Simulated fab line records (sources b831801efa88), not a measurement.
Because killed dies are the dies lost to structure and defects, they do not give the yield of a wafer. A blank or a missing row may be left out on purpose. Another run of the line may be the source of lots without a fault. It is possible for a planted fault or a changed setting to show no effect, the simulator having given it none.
fab line records	flow sky130
record: lots: 7	wafers: 21	last_day: 50
route steps=708 shown CAPM@554 METAL3@555 PAD_OPEN@708
lots untouched by any fault: they come from a run of this same line in which no faults occurred
start_h: start of the lot's first displayed wafer, in hours after the record's first day	wait_h: hours since the lot's step before	" identical to the entry in the row above	L1.1+2: a row that stands for several wafers	- no value, or no start given	* or withheld: withheld	< > ~ a bound
route shown NAME@n: a module of which the file shows steps, and the number in the route of the first	usual: mean/standard deviation of fault-free wafers	same: alike in all rows	chamber/n: place in a boat	sites: per-site readings	_std_site: the values' standard deviation	_edge_site: mean of outer sites minus mean of inner sites	radius_mm: for every site, how far away it sits from the centre of the wafer	mask NAME#n: copy n	behind: the last tool/chamber to shape the wafer	hold: cause of the lot's hold/its duration in hours/its outcome	device: transistor that didn't switch, given as n, p or np	end of line: the same wafers' tests at the end of the route	a step with no rows: only its recipe	killed: at the first sort, the dies lost to defects and structure; wafer yield is something else	map: a wafer's dies, marking killed ones x, the rest . and places with no die _
set.NAME: the setting as run; set.NAME@STEP: as run at that earlier step	model.NAME: the simulator's own value behind a step, which no gauge read
a table for each step, a row for each wafer; lots at some steps of the route
services: the hour from which a tool's chamber was out of use, counted from the record's first day as start_h (under 0 if before that day), plus the number of hours and why
== steps ==
step: SKY_CAPM_CLEAN_17
recipe: chemistry: O3/DIW	dry: n2_spin
step: SKY_METAL3_DEHYDRATE_05
recipe: temp_c: 200	time_s: 60
step: SKY_METAL3_HMDS_06
recipe: prime_time_s: 60	prime_temp_c: 120
step: SKY_METAL3_COAT_07
recipe: resist: BARC	temp_c: withheld	time_s: withheld	spin_rpm: 3000	resist_thk_nm: 60
step: SKY_METAL3_COAT_08
recipe: resist: KrF-thick	spin_rpm: 2961	resist_thk_nm: 1140
step: SKY_METAL3_SOFTBAKE_09
recipe: temp_c: 100	time_s: 90	resist: KrF-thick
step: SKY_METAL3_EXPOSE_10
recipe: mask_id: MM3	na: 0.68	source_shape: annular	sigma_inner: 0.4	sigma_outer: 0.8	target_cd_nm: 300	dose_mj: 28
step: SKY_METAL3_PEB_11
recipe: peb_temp_c: withheld	peb_time_s: withheld	resist: KrF-thick
step: SKY_METAL3_DEVELOP_12
recipe: develop_time_s: 60	resist: KrF-thick	dev_temp_c: 21
step: SKY_METAL3_CD_MEAS_13
recipe: target_cd_nm: 300
usual: cd_nm: 300.5/1.6
lot.wafer	tool	chamber	start_h	wait_h	cd_nm
L886.1	cd_sem-02	-	912.22	-	302.7
L886.5	"	-	"	"	302.8
L886.6	"	-	"	"	302.0
L887.2	cd_sem-02	-	915.02	-	298.4
L887.4	"	-	"	"	299.8
L887.5	"	-	"	"	299.9
L888.1	cd_sem-02	-	925.08	-	303.1
L888.5	"	-	"	"	301.8
L888.6	"	-	"	"	303.4
L889.1	cd_sem-02	-	944.92	-	300.7
L889.3	"	-	"	"	299.4
L889.6	"	-	"	"	299.8
L898.1	cd_sem-02	-	1009.35	-	297.7
L898.3	"	-	"	"	297.4
L898.5	"	-	"	"	297.0
L905.3	cd_sem-01	-	1044.26	-	303.3
L905.5	"	-	"	"	302.5
L905.6	"	-	"	"	302.1
L907.3	cd_sem-02	-	1054.64	-	299.5
L907.4	"	-	"	"	300.9
L907.6	"	-	"	"	301.8
step: SKY_METAL3_OVL_MEAS_14
usual: METAL3_OVL: -1/5.1
lot.wafer	tool	chamber	start_h	wait_h	METAL3_OVL[nm]
L886.1	overlay-02	-	912.34	0.1	-6
L886.5	"	-	"	"	4
L886.6	"	-	"	"	4
L887.2	overlay-02	-	915.12	0.1	-6
L887.4	"	-	"	"	-1
L887.5	"	-	"	"	3
L888.1	overlay-02	-	925.20	0.1	-2
L888.5	"	-	"	"	2
L888.6	"	-	"	"	-3
L889.1	overlay-02	-	945.04	0.1	3
L889.3	"	-	"	"	-2
L889.6	"	-	"	"	-10
L898.1	overlay-01	-	1009.47	0.1	5
L898.3	"	-	"	"	-4
L898.5	"	-	"	"	6
L905.3	overlay-01	-	1044.35	0.1	5
L905.5	"	-	"	"	7
L905.6	"	-	"	"	5
L907.3	overlay-01	-	1054.73	0.1	3
L907.4	"	-	"	"	2
L907.6	"	-	"	"	2
step: SKY_METAL3_DESCUM_15
recipe: chemistry: O2	source_power_w: 150	bias_power_w: 0	pressure_mtorr: 10	temp_c: 40	time_s: 8
usual: drypump_motor_current_A: 5.7/0.52	oes_product_au: 0.998/0.012
lot.wafer	tool	chamber	start_h	wait_h	drypump_motor_current_A	oes_product_au	rf_hours_counter_h
L886.1	rie_metal-02	1	912.37	0.0	5.9	1.002	12
L886.5	"	0	"	"	5.9	0.995	-
L886.6	"	1	"	"	5.9	1.003	-
L887.2	rie_metal-02	0	915.15	0.0	5.9	0.980	1
L887.4	"	1	"	"	6.0	0.993	-
L887.5	"	1	"	"	6.0	1.000	-
L888.1	rie_metal-02	0	925.24	0.0	5.8	0.990	2
L888.5	"	0	"	"	5.8	0.980	-
L888.6	"	1	"	"	6.0	1.014	-
L889.1	rie_metal-03	1	945.08	0.0	5.0	0.998	2
L889.3	"	1	"	"	5.0	1.000	-
L889.6	"	1	"	"	5.0	1.005	-
L898.1	rie_metal-04	0	1009.50	0.0	6.4	1.009	2
L898.3	"	1	"	"	4.9	1.016	-
L898.5	"	0	"	"	6.4	1.000	-
L905.3	rie_metal-04	0	1044.39	0.0	6.4	1.003	-
L905.5	"	0	"	"	6.4	1.005	-
L905.6	"	1	"	"	4.9	1.020	-
L907.3	rie_metal-03	0	1054.77	0.0	5.6	0.974	-
L907.4	"	1	"	"	5.1	1.002	-
L907.6	"	0	"	"	5.6	0.969	-
step: SKY_METAL3_ETCH_16
recipe: chemistry: N2/H2	target: BARC	ion_energy_ev: 200	bias_w: 100	pressure_mtorr: 30	n2_flow_sccm: 100	h2_flow_sccm: 200	icp_w: 500	stop_on: SiO2	time_s: 88.2	target_depth_a: 600
usual: bias_w: 99.90/0.26	chamber_pressure_mTorr: 30.002/0.027	drypump_motor_current_A: 5.7/0.52	oes_product_au: 0.625/0.0042	throttle_valve_pct: 13.205/0.0095
lot.wafer	tool	chamber	start_h	wait_h	bias_w	chamber_pressure_mTorr	drypump_motor_current_A	oes_product_au	rf_hours_counter_h	throttle_valve_pct	model.KrF-thick_of_METAL3_COAT_08.thk_nm
L886.1	rie_metal-02	1	912.41	0.0	100.09	30.002	6.0	0.625	12	13.206	1086
L886.5	"	0	"	"	100.14	29.987	5.9	0.631	-	13.209	1087
L886.6	"	1	"	"	99.69	30.020	6.0	0.627	-	13.210	1084
L887.2	rie_metal-02	0	915.18	0.0	-	-	-	-	-	-	1130
L887.4	"	1	"	"	-	-	-	-	-	-	1131
L887.5	"	1	"	"	-	-	-	-	-	-	1130
L888.1	rie_metal-02	0	925.27	0.0	-	-	-	-	-	-	1140
L888.5	"	0	"	"	-	-	-	-	-	-	1136
L888.6	"	1	"	"	-	-	-	-	-	-	1137
L889.1	rie_metal-03	1	945.11	0.0	-	-	-	-	-	-	1138
L889.3	"	1	"	"	-	-	-	-	-	-	1136
L889.6	"	1	"	"	-	-	-	-	-	-	1139
L898.1	rie_metal-04	0	1009.54	0.0	100.26	29.968	6.4	0.623	2	13.200	1083
L898.3	"	1	"	"	99.55	29.958	5.0	0.626	-	13.210	1081
L898.5	"	0	"	"	100.17	30.025	6.4	0.628	-	13.212	1082
L905.3	rie_metal-04	0	1044.44	0.0	99.36	30.004	6.4	0.630	-	13.214	1080
L905.5	"	0	"	"	99.97	29.991	6.4	0.619	-	13.201	1080
L905.6	"	1	"	"	99.93	30.044	4.9	0.627	-	13.205	1085
L907.3	rie_metal-03	0	1054.82	0.0	99.89	30.022	5.6	0.625	-	13.216	1084
L907.4	"	1	"	"	100.02	30.006	5.1	0.629	-	13.202	1084
L907.6	"	0	"	"	99.47	30.043	5.6	0.624	-	13.220	1084
step: SKY_METAL3_ETCH_17
recipe: target: SiO2	stop_on: TiN	chemistry: C4F8/O2/Ar	source_w: 1500	bias_w: 1200	pressure_mtorr: 40	c4f8_flow_sccm: withheld	O2_flow_sccm: 6	Ar_flow_sccm: 300	time_s: 3.9	target_depth_a: 150
usual: bias_w: 1200/3.5	chamber_pressure_mTorr: 40.00/0.033	oes_product_au: 0.754/0.0078
lot.wafer	tool	chamber	start_h	wait_h	bias_w	chamber_pressure_mTorr	oes_product_au	rf_hours_counter_h
L886.1	rie_diel-01	1	912.50	0.1	1203	40.04	0.751	3
L886.5	"	0	"	"	1204	39.98	0.759	-
L886.6	"	1	"	"	1196	39.96	0.759	-
L887.2	rie_diel-04	1	915.28	0.1	1204	39.98	0.374	12
L887.4	"	3	"	"	1194	39.93	0.373	21
L887.5	"	1	"	"	1203	40.05	0.382	-
L888.1	rie_diel-03	3	925.37	0.1	1204	39.99	0.375	12
L888.5	"	1	"	"	1192	40.01	0.379	-
L888.6	"	0	"	"	1203	40.01	0.373	-
L889.1	rie_diel-03	1	945.21	0.1	1189	40.03	0.378	17
L889.3	"	0	"	"	1200	40.01	0.380	11
L889.6	"	2	"	"	1195	39.99	0.377	-
L898.1	rie_diel-03	1	1009.63	0.1	1196	40.05	0.741	19
L898.3	"	2	"	"	1202	40.05	0.750	23
L898.5	"	1	"	"	1201	40.02	0.759	-
L905.3	rie_diel-03	2	1044.51	0.0	1198	40.00	0.763	24
L905.5	"	2	"	"	1201	40.00	0.757	-
L905.6	"	1	"	"	1201	40.00	0.771	-
L907.3	rie_diel-01	0	1054.88	0.0	1202	40.02	0.757	16
L907.4	"	3	"	"	1201	40.01	0.754	-
L907.6	"	0	"	"	1198	40.06	0.750	-
step: SKY_METAL3_METAL_ETCH_18
recipe: target_depth_a: 8450	stop_on: SiO2	over_etch_frac: 0.3	time_s: 183.1	chemistry: Cl2/BCl3	resist_sidewall_deg: 88	pressure_mtorr: 10	icp_w: 900	bias_w: 48.5	Cl2_flow_sccm: 60	bcl3_flow_sccm: 30
usual: bcl3_flow_sccm: 30.00/0.098	bias_w: 48.53/0.16	drypump_motor_current_A: 5.6/0.55	mfc_cl2_sccm: 60.01/0.18	oes_product_au: 0.865/0.0063	throttle_valve_pct: 22.263/0.0093
lot.wafer	tool	chamber	start_h	wait_h	bcl3_flow_sccm	bias_w	drypump_motor_current_A	mfc_cl2_sccm	oes_product_au	rf_hours_counter_h	throttle_valve_pct	model.KrF-thick_of_METAL3_COAT_08.thk_nm
L886.1	rie_metal-03	0	912.52	0.0	29.93	48.33	5.6	60.12	0.860	5	22.265	549.9
L886.5	"	1	"	"	29.92	48.60	5.0	59.91	0.869	-	22.257	528.4
L886.6	"	0	"	"	29.87	48.33	5.5	60.29	0.865	-	22.270	548.2
L887.2	rie_metal-03	0	915.30	0.0	29.93	48.34	5.6	59.87	0.379	5	22.254	598.3
L887.4	"	0	"	"	29.86	48.25	5.6	59.88	0.371	-	22.246	600.1
L887.5	"	0	"	"	29.94	48.25	5.6	60.19	0.368	-	22.263	596.6
L888.1	rie_metal-04	0	925.39	0.0	30.10	48.71	6.4	59.85	0.372	19	22.282	600.3
L888.5	"	1	"	"	30.00	48.34	4.9	59.34	0.368	-	22.275	574.1
L888.6	"	0	"	"	29.82	48.87	6.4	59.99	0.372	-	22.269	592.7
L889.1	rie_metal-04	0	945.23	0.0	29.85	48.55	6.4	59.88	0.368	19	22.258	588
L889.3	"	1	"	"	29.97	48.62	4.9	60.37	0.378	-	22.261	572.3
L889.6	"	0	"	"	29.79	48.44	6.4	59.75	0.366	-	22.266	592.8
L898.1	rie_metal-02	0	1009.65	0.0	29.96	48.72	5.8	59.84	0.869	7	22.259	544
L898.3	"	0	"	"	30.09	48.52	5.9	59.89	0.867	-	22.258	543
L898.5	"	1	"	"	29.88	48.67	5.9	60.05	0.870	-	22.268	527
L905.3	rie_metal-03	1	1044.60	0.1	29.95	48.87	5.0	59.96	0.866	-	22.260	523
L905.5	"	1	"	"	29.84	48.70	5.1	60.12	0.856	-	22.268	522.7
L905.6	"	0	"	"	30.06	48.55	5.6	59.96	0.869	-	22.284	552.6
L907.3	rie_metal-02	1	1054.96	0.1	29.78	48.39	5.9	59.99	0.863	-	22.270	528.6
L907.4	"	0	"	"	30.03	48.51	5.8	60.20	0.862	-	22.258	546.7
L907.6	"	0	"	"	29.95	48.59	5.9	60.07	0.871	-	22.249	553
step: SKY_METAL3_STRIP_19
recipe: chemistry: O2/N2	power_w: 1400	pressure_mtorr: 1500	platen_temp_c: withheld	o2_flow_sccm: 3000	n2_flow_sccm: 300	overash_fraction: 0.5
usual: drypump_motor_current_A: 6.00/0.3	oes_product_au: 0.504/0.0069	strip_time_to_endpoint_s: 6.57/0.11
lot.wafer	tool	chamber	start_h	wait_h	drypump_motor_current_A	oes_product_au	rf_hours_counter_h	strip_time_to_endpoint_s
L886.1	plasma_asher-01	0	912.70	0.1	6.14	0.521	109	6.76
L886.5	"	1	"	"	6.12	0.500	-	6.54
L886.6	"	0	"	"	6.15	0.513	-	6.75
L887.2	plasma_asher-03	0	915.48	0.1	6.49	0.533	77	7.23
L887.4	"	1	"	"	5.77	0.528	-	7.27
L887.5	"	1	"	"	5.76	0.533	-	7.23
L888.1	plasma_asher-03	0	925.57	0.1	6.44	0.525	78	7.23
L888.5	"	0	"	"	6.44	0.526	-	6.99
L888.6	"	1	"	"	5.82	0.521	-	7.20
L889.1	plasma_asher-03	0	945.41	0.1	6.45	0.525	80	7.14
L889.3	"	1	"	"	5.83	0.523	-	6.99
L889.6	"	1	"	"	5.81	0.535	-	7.19
L898.1	plasma_asher-01	1	1009.83	0.1	6.12	0.508	119	6.70
L898.3	"	1	"	"	6.12	0.508	-	6.70
L898.5	"	0	"	"	6.16	0.499	-	6.53
L905.3	plasma_asher-01	1	1044.79	0.1	6.11	0.507	-	6.50
L905.5	"	1	"	"	6.13	0.499	-	6.48
L905.6	"	0	"	"	6.14	0.510	-	6.80
L907.3	plasma_asher-02	0	1055.11	0.1	5.92	0.499	-	6.55
L907.4	"	1	"	"	5.50	0.514	-	6.75
L907.6	"	1	"	"	5.51	0.515	-	6.80
step: SKY_METAL3_STRIP_20
recipe: chemistry: post_etch_residue_remover	time_s: 1200	temp_c: 72.5
step: SKY_PAD_OPEN_PROBE_99
usual: defect_limited_yield: 82.5/1.9	killed_at_M0_to_M3: 44/7.3	killed_at_M4_up: 3.1/1.9	killed_at_contacts: 24/5.3	killed_at_front_end: 15/4	killed_at_other: 0.4/0.6	killed_dies: 86/9.2	killed_on_rim: 17/3.5	killed_open: 47/6.9	killed_short: 39/6.9	sort_bin_3_pad_short: 0.8/0.41	sort_bin_5_function: 10.6/1.5	sort_bin_6_memory: 6.1/1.1	sort_n_pass: 406/9.2	sort_yield_pct: 82.5/1.9
same: gross_dies: 492	killed_at_back_side: 0	sort_bin_4_leakage[%]: 0	sort_bin_8_speed[%]: 0
lot.wafer	tool	chamber	start_h	wait_h	defect_limited_yield[%]	killed_at_M0_to_M3	killed_at_M4_up	killed_at_contacts	killed_at_front_end	killed_at_other	killed_dies	killed_on_rim	killed_open	killed_short	sort_bin_3_pad_short[%]	sort_bin_5_function[%]	sort_bin_6_memory[%]	sort_n_pass	sort_yield_pct[%]
L886.1	prober-02	-	1082.29	0.1	84.8	35	1	22	16	1	75	17	42	33	0.6	9.8	4.9	417	84.8
L886.5	prober-02	-	1082.49	0.2	82.3	42	1	26	18	0	87	19	46	41	0.4	12.6	4.7	405	82.3
L886.6	prober-02	-	1082.54	0.2	84.3	44	3	18	12	0	77	14	39	38	0.2	10.6	4.9	415	84.3
L887.2	prober-01	-	1085.83	0.1	0	450	5	26	9	2	492	96	43	27	0.2	95.5	4.3	0	0
L887.4	prober-01	-	1085.93	0.2	0	447	3	24	15	3	492	96	46	32	0.4	94.5	5.1	0	0
L887.5	prober-01	-	1085.98	0.2	0	450	7	20	15	0	492	96	46	41	0.6	93.5	5.9	0	0
L888.1	prober-02	-	1094.53	0.1	0	447	1	27	17	0	492	96	47	42	0.6	94.1	5.3	0	0
L888.5	prober-02	-	1094.73	0.2	0	441	7	26	16	2	492	96	51	47	1.4	92.5	6.1	0	0
L888.6	prober-02	-	1094.78	0.2	0	454	9	19	10	0	492	96	37	46	0.8	93.1	6.1	0	0
L889.1	prober-01	-	1110.61	0.1	0	458	2	16	16	0	492	96	41	33	0.4	94.3	5.3	0	0
L889.3	prober-01	-	1110.71	0.2	0	458	2	16	16	0	492	96	48	34	1.4	92.9	5.7	0	0
L889.6	prober-01	-	1110.86	0.2	0	457	1	20	14	0	492	96	46	30	0.8	94.1	5.1	0	0
L898.1	prober-02	-	1160.99	0.1	82.1	39	5	22	22	0	88	21	56	31	0.4	11.0	6.5	404	82.1
L898.3	prober-02	-	1161.09	0.2	83.1	46	1	25	11	0	83	19	48	34	0.6	11.2	5.1	409	83.1
L898.5	prober-02	-	1161.19	0.2	82.5	42	2	29	12	1	86	16	45	41	1.2	10.0	6.3	406	82.5
L907.3	prober-01	-	1195.16	0.2	81.5	37	7	35	12	0	91	13	51	39	0.2	11.4	6.9	401	81.5
L907.4	prober-01	-	1195.21	0.2	83.1	35	4	24	20	0	83	17	51	31	0.6	10.6	5.7	409	83.1
L907.6	prober-01	-	1195.31	0.2	80.1	45	2	33	18	0	98	17	48	50	0.2	12.6	7.1	394	80.1
killed by level:class
L886.1 VIA1:geometric_particle:open=9 CONTACT:geometric_particle:open=8 LI_CONTACT:geometric_particle:open=7 FIELD_ISO:geometric_particle:short=6 VIA3:geometric_particle:open=5 FIELD_ISO:geometric_particle:open=4 VIA1:geometric_particle:short=4 METAL2:geometric_particle:short=4
L886.5 VIA3:geometric_particle:open=9 CONTACT:geometric_particle:short=8 VIA2:geometric_particle:open=8 METAL2:geometric_particle:short=6 LOCAL_INTERCONNECT:geometric_particle:short=6 CONTACT:geometric_particle:open=6 POLY_GATE:geometric_particle:open=5 VIA1:geometric_particle:open=5
L886.6 VIA1:geometric_particle:open=14 LI_CONTACT:geometric_particle:open=6 METAL2:geometric_particle:short=6 VIA3:geometric_particle:short=5 CONTACT:geometric_particle:short=5 VIA2:geometric_particle:open=5 CONTACT:geometric_particle:open=4 METAL1:geometric_particle:short=4
L887.2 METAL3:area_etch=420 CONTACT:geometric_particle:open=11 LI_CONTACT:geometric_particle:open=6 VIA1:geometric_particle:open=6 VIA3:geometric_particle:open=6 LOCAL_INTERCONNECT:geometric_particle:short=4 FIELD_ISO:geometric_particle:open=3 POLY_GATE:geometric_particle:open=3
L887.4 METAL3:area_etch=413 LI_CONTACT:geometric_particle:open=10 VIA1:geometric_particle:open=9 CONTACT:geometric_particle:open=6 VIA3:geometric_particle:open=6 METAL2:geometric_particle:short=5 FIELD_ISO:geometric_particle:short=4 FIELD_ISO:geometric_particle:open=4
L887.5 METAL3:area_etch=405 VIA2:geometric_particle:open=12 VIA1:geometric_particle:open=12 CONTACT:geometric_particle:open=9 FIELD_ISO:geometric_particle:short=6 METAL3:geometric_particle:short=6 METAL4:geometric_particle:short=6 LI_CONTACT:geometric_particle:open=5
L888.1 METAL3:area_etch=403 VIA1:geometric_particle:open=12 VIA3:geometric_particle:open=9 CONTACT:geometric_particle:open=9 METAL1:geometric_particle:short=8 LI_CONTACT:geometric_particle:short=6 FIELD_ISO:geometric_particle:open=5 CONTACT:geometric_particle:short=5
L888.5 METAL3:area_etch=393 LI_CONTACT:geometric_particle:open=13 VIA1:geometric_particle:short=12 VIA3:geometric_particle:open=9 VIA1:geometric_particle:open=8 METAL4:geometric_particle:short=6 VIA2:geometric_particle:open=6 FIELD_ISO:geometric_particle:open=5
L888.6 METAL3:area_etch=409 METAL2:geometric_particle:short=9 VIA3:geometric_particle:open=9 LI_CONTACT:geometric_particle:open=7 METAL1:geometric_particle:short=7 METAL4:geometric_particle:short=7 CONTACT:geometric_particle:open=6 VIA1:geometric_particle:open=6
L889.1 METAL3:area_etch=418 VIA3:geometric_particle:open=10 VIA1:geometric_particle:open=9 FIELD_ISO:geometric_particle:short=5 CONTACT:geometric_particle:open=5 CONTACT:geometric_particle:short=5 FIELD_ISO:geometric_particle:open=3 SPACER:geometric_particle:open=3
L889.3 METAL3:area_etch=409 VIA1:geometric_particle:open=14 VIA3:geometric_particle:open=8 METAL2:geometric_particle:short=7 LI_CONTACT:geometric_particle:open=6 POLY_GATE:geometric_particle:open=5 VIA2:geometric_particle:open=5 VIA2:geometric_particle:short=4
L889.6 METAL3:area_etch=416 VIA1:geometric_particle:open=14 LI_CONTACT:geometric_particle:open=7 VIA2:geometric_particle:open=6 VIA3:geometric_particle:open=6 CONTACT:geometric_particle:open=5 FIELD_ISO:geometric_particle:short=4 CONTACT:geometric_particle:short=4
L898.1 CONTACT:geometric_particle:open=14 VIA1:geometric_particle:open=9 POLY_GATE:geometric_particle:open=8 VIA2:geometric_particle:open=7 METAL2:geometric_particle:short=7 FIELD_ISO:geometric_particle:open=6 VIA3:geometric_particle:open=5 METAL4:geometric_particle:short=5
L898.3 VIA1:geometric_particle:open=14 CONTACT:geometric_particle:open=10 METAL1:geometric_particle:short=8 VIA2:geometric_particle:open=7 FIELD_ISO:geometric_particle:open=6 LI_CONTACT:geometric_particle:open=6 CONTACT:geometric_particle:short=5 FIELD_ISO:geometric_particle:short=4
L898.5 CONTACT:geometric_particle:open=10 VIA1:geometric_particle:open=9 VIA3:geometric_particle:open=8 LOCAL_INTERCONNECT:geometric_particle:short=6 FIELD_ISO:geometric_particle:open=5 VIA1:geometric_particle:short=5 CONTACT:geometric_particle:short=5 METAL1:geometric_particle:short=5
L907.3 CONTACT:geometric_particle:open=12 LI_CONTACT:geometric_particle:open=12 VIA1:geometric_particle:open=11 LOCAL_INTERCONNECT:geometric_particle:short=7 VIA1:geometric_particle:short=5 VIA3:geometric_particle:short=5 METAL4:geometric_particle:short=4 METAL2:geometric_particle:short=3
L907.4 CONTACT:geometric_particle:open=12 VIA1:geometric_particle:open=11 VIA3:geometric_particle:open=8 FIELD_ISO:geometric_particle:open=4 POLY_GATE:geometric_particle:short=4 FIELD_ISO:geometric_particle:short=3 POLY_GATE:geometric_particle:open=3 SPACER:geometric_particle:open=3
L907.6 CONTACT:geometric_particle:open=10 LI_CONTACT:geometric_particle:open=8 METAL2:geometric_particle:short=8 FIELD_ISO:geometric_particle:open=7 CONTACT:geometric_particle:short=7 VIA3:geometric_particle:open=7 METAL1:geometric_particle:short=6 VIA1:geometric_particle:open=6
map L887.2 (x killed, . not)
__________xxxxxxxxxx_________
________xxxxxxxxxxxxxx_______
______xxxxxxxxxxxxxxxxxx_____
_____xxxxxxxxxxxxxxxxxxxx____
____xxxxxxxxxxxxxxxxxxxxxx___
___xxxxxxxxxxxxxxxxxxxxxxxx__
__xxxxxxxxxxxxxxxxxxxxxxxxxx_
_xxxxxxxxxxxxxxxxxxxxxxxxxxxx
_xxxxxxxxxxxxxxxxxxxxxxxxxxxx
_xxxxxxxxxxxxxxxxxxxxxxxxxxxx
_xxxxxxxxxxxxxxxxxxxxxxxxxxxx
_xxxxxxxxxxxxxxxxxxxxxxxxxxxx
_xxxxxxxxxxxxxxxxxxxxxxxxxxxx
_xxxxxxxxxxxxxxxxxxxxxxxxxxxx
_xxxxxxxxxxxxxxxxxxxxxxxxxxxx
__xxxxxxxxxxxxxxxxxxxxxxxxxx_
___xxxxxxxxxxxxxxxxxxxxxxxx__
____xxxxxxxxxxxxxxxxxxxxxx___
_____xxxxxxxxxxxxxxxxxxxx____
______xxxxxxxxxxxxxxxxxx_____
________xxxxxxxxxxxxxx_______
__________xxxxxxxxxx_________
map L888.1 (x killed, . not)
__________xxxxxxxxxx_________
________xxxxxxxxxxxxxx_______
______xxxxxxxxxxxxxxxxxx_____
_____xxxxxxxxxxxxxxxxxxxx____
____xxxxxxxxxxxxxxxxxxxxxx___
___xxxxxxxxxxxxxxxxxxxxxxxx__
__xxxxxxxxxxxxxxxxxxxxxxxxxx_
_xxxxxxxxxxxxxxxxxxxxxxxxxxxx
_xxxxxxxxxxxxxxxxxxxxxxxxxxxx
_xxxxxxxxxxxxxxxxxxxxxxxxxxxx
_xxxxxxxxxxxxxxxxxxxxxxxxxxxx
_xxxxxxxxxxxxxxxxxxxxxxxxxxxx
_xxxxxxxxxxxxxxxxxxxxxxxxxxxx
_xxxxxxxxxxxxxxxxxxxxxxxxxxxx
_xxxxxxxxxxxxxxxxxxxxxxxxxxxx
__xxxxxxxxxxxxxxxxxxxxxxxxxx_
___xxxxxxxxxxxxxxxxxxxxxxxx__
____xxxxxxxxxxxxxxxxxxxxxx___
_____xxxxxxxxxxxxxxxxxxxx____
______xxxxxxxxxxxxxxxxxx_____
________xxxxxxxxxxxxxx_______
__________xxxxxxxxxx_________
== services ==
tool	chamber	start_h	hours	kind
rie_diel-01	2	927.97	6.2	repair
rie_diel-03	1	929.94	2.6	repair
rie_diel-03	2	938.16	6.9	repair
rie_diel-01	-	948.99	2.8	pm
rie_diel-01	1	952.64	11.6	repair
rie_metal-04	0	964.57	-	clean
rie_metal-04	0	964.57	16.8	scheduled_down
rie_metal-04	0	964.57	16.8	vent_cycle
rie_diel-04	2	965.78	16.1	repair
rie_metal-04	1	980.65	22.0	repair
rie_metal-02	0	1014.15	1.0	repair
rie_metal-02	-	1044.14	2.8	pm
rie_diel-01	2	1047.87	7.3	repair
rie_diel-04	-	1051.01	0.2	repair
== key ==
first_sign: step: SKY_METAL3_ETCH_16	reading: tool_record	direction: missing
effect: step: SKY_METAL3_ETCH_17	reading: oes_product_au	direction: down	sigmas: 48	usual: 0.754	struck: 0.377
effect: step: SKY_METAL3_METAL_ETCH_18	reading: oes_product_au	direction: down	sigmas: 79	usual: 0.865	struck: 0.371
effect: step: SKY_METAL3_STRIP_19	reading: strip_time_to_endpoint_s	direction: up	sigmas: 5.2	usual: *	struck: *
effect: step: SKY_PAD_OPEN_PROBE_99	reading: killed_at_M0_to_M3	direction: up	sigmas: 56	usual: 44	struck: 451
model_effect: step: SKY_METAL3_ETCH_16	value: KrF-thick_of_METAL3_COAT_08.thk_nm	without: 1085	struck: 1135
model_effect: step: SKY_METAL3_METAL_ETCH_18	value: KrF-thick_of_METAL3_COAT_08.thk_nm	without: 540.5	struck: 590.6
more_kills_born_at: SKY_METAL3_ETCH_16@rie_metal-02: 2441	SKY_METAL3_ETCH_16@rie_metal-03: 1243
met_at SKY_METAL3_ETCH_16
struck_wafers L887.2,L887.4,L887.5,L888.1,L888.5,L888.6,L889.1,L889.3,L889.6
later_rows_left_out L887.2,L887.4,L887.5,L888.1,L888.5,L888.6,L889.1,L889.3,L889.6
onset_between 912.41 915.18
fault: kind: skipped_step_whole	tool: rie_metal-02,rie_metal-03	chamber: -	onset_h: 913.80	steps: SKY_METAL3_ETCH_16	scope: struck_lots_only
later_rows_left_out: the simulator's readings of these wafers behind a module that went badly wrong aren't trusted and aren't shown, but for the sort
